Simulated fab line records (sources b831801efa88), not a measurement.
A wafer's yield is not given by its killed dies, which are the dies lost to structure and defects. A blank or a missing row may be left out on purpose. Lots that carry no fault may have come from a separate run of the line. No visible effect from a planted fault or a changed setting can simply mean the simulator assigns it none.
Comparing a struck lot with a sound one | flow gf180mcu | 21 out of 602 route steps
Sound: these wafers, L853.2, L853.3, L853.5. The struck wafers were L864.1, L864.4, L864.5. The cause is given at the end.
Order at every step that has rows: each side's tool, ch and its chambers, its first start. Under that, the readings that differ: sound wafers | struck wafers | difference of the means | sigmas: that difference in standard deviations of wafers without a fault.
alike: words and numbers the same on both sides, and readings whose means are apart by under 2 such deviations; not compared: readings that were withheld, readings missing a value for some wafer, numbers with overlapping values and no deviation given by the record, and bounds like >300 which may hide the same value.
Wherever a step has rows on one side only, a row that says differs or no value, or a row with sigmas, the two part there. Non-overlapping numbers with no deviation appear without sigmas and do not part them. Lack of a reading on every wafer of one side parts them only where that side has two or more wafers.

first, 2 steps without rows for these wafers: GF_M5_CLEAN_13 (cleans in DIW); GF_V5_CVD_00 (deposits SiO2, target thk 300 nm, time 50 s).
GF_V5_THK_MEAS_01:
  sound: filmMetro-02 at day 28 16:40; struck: filmMetro-02 at day 31 18:34
  alike: V5_CVD_00_THK
GF_V5_CVD_02: deposits SiO2 from TEOS, target thk 1450 nm, time 163.28 s.
  sound on pecvd-01 ch 0,2, day 28 16:43; struck on pecvd-01 ch 0,2, day 31 18:37
  alike: heaterPowerW, rfFwdPowerW
  not compared: sinceWetCleanH
GF_V5_THK_MEAS_03:
  sound: filmMetro-02 at day 28 16:53; struck: filmMetro-02 at day 31 18:43
  alike: V5_CVD_02_THK
GF_V5_CMP_04: polishes SiO2.
  sound on cmp-01 ch 1,3, day 28 16:56; struck on cmp-01 ch 1,2, day 31 18:47
  alike: headPressurePsi, motorCurrentA
GF_V5_BOW_MEAS_05:
  sound: filmMetro-02 at day 28 17:15; struck: filmMetro-02 at day 31 19:05
  alike: V5_BOW
then, 5 steps without rows for these wafers: GF_V5_DEHYDRATE_06 (time 60 s); GF_V5_HMDS_07 (prime time 60 s); GF_V5_COAT_08; GF_V5_COAT_09 (resist thk 1000 nm); GF_V5_SOFTBAKE_10 (time 60 s).
GF_V5_EXPOSE_11: exposes mask Via5, target cd 260 nm.
  sound on krfScanner-02 ch 0, day 29 03:03; struck on krfScanner-01 ch 0, day 32 03:23
reading           | sound             | struck            | difference | sigmas
exposureDoseMJCm2 | 38.82 38.88 38.91 | 48.61 48.59 48.60 | +9.73      | +99 or more
  alike: mask, focusOffsetNm, stageVelMmS
then, 2 steps without rows for these wafers: GF_V5_PEB_12 (peb time 90 s); GF_V5_DEVELOP_13 (develop time 60 s).
GF_V5_CD_MEAS_14 targets a cd of 260 nm.
  sound: cdSem-01 at day 29 12:41; struck: cdSem-01 at day 32 12:00
reading   | sound             | struck            | difference | sigmas
cdNm (nm) | 260.4 260.1 259.8 | 294.2 294.2 294.9 | +34.3      | +29
GF_V5_OVL_MEAS_15:
  sound: overlay-02 at day 29 12:47; struck: overlay-02 at day 32 12:07
  alike: V5_OVL
GF_V5_ETCH_16: etches BARC in N2/H2.
  sound on rieDiel-03 ch 0,2,3, day 29 12:49; struck on rieDiel-01 ch 0,2,3, day 32 12:09
reading            | sound             | struck            | difference | sigmas
model.V5.cdNm (nm) | 259.7 259.7 258.6 | 294.6 294.9 295.7 | +35.7      | 
  alike: drypumpMotorCurrentA, oesProductAu, rfFwdPowerW, throttleValvePct
GF_V5_ETCH_17: etches SiO2 in C4F8/O2/Ar, stops on TiN, target depth 855 nm.
  sound: rieDiel-03 ch 0,2,3; struck: rieDiel-01 ch 0,2,3
reading            | sound             | struck          | difference | sigmas
rfFwdPowerW (W)    | 1503 1500 1493    | 1486 1486 1493  | -10        | -2
model.V5.cdNm (nm) | 258.5 259.9 259.1 | 294 295.6 296.6 | +36        | 
  alike: oesProductAu
GF_V5_STRIP_18: strips in O2/N2.
  sound on plasmaAsher-04 ch 0,1, day 29 12:58; struck on plasmaAsher-02 ch 0,1, day 32 12:19
  alike: drypumpMotorCurrentA, heaterPowerW, oesProductAu
  not compared: rfHoursCounterH
GF_PASSIVATION_PROBE_99:
  sound: prober-01 at day 31 05:47; struck: prober-01 at day 34 01:35
reading                     | sound             | struck            | difference | sigmas
model.etest.via5Chain.rcOhm | 6.921 6.964 7.033 | 5.428 5.163 5.397 | -1.643     | 

== WHERE THEY PART ==
Earliest at GF_V5_EXPOSE_11; latest, in this record, at GF_V5_ETCH_17. Later steps at which nothing parts them and some readings are alike: GF_V5_STRIP_18.

WHY: the cause the simulator had injected
Process parameter drift: krfScanner-01, from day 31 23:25 on, at GF_V5_EXPOSE_11. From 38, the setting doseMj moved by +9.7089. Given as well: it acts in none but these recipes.
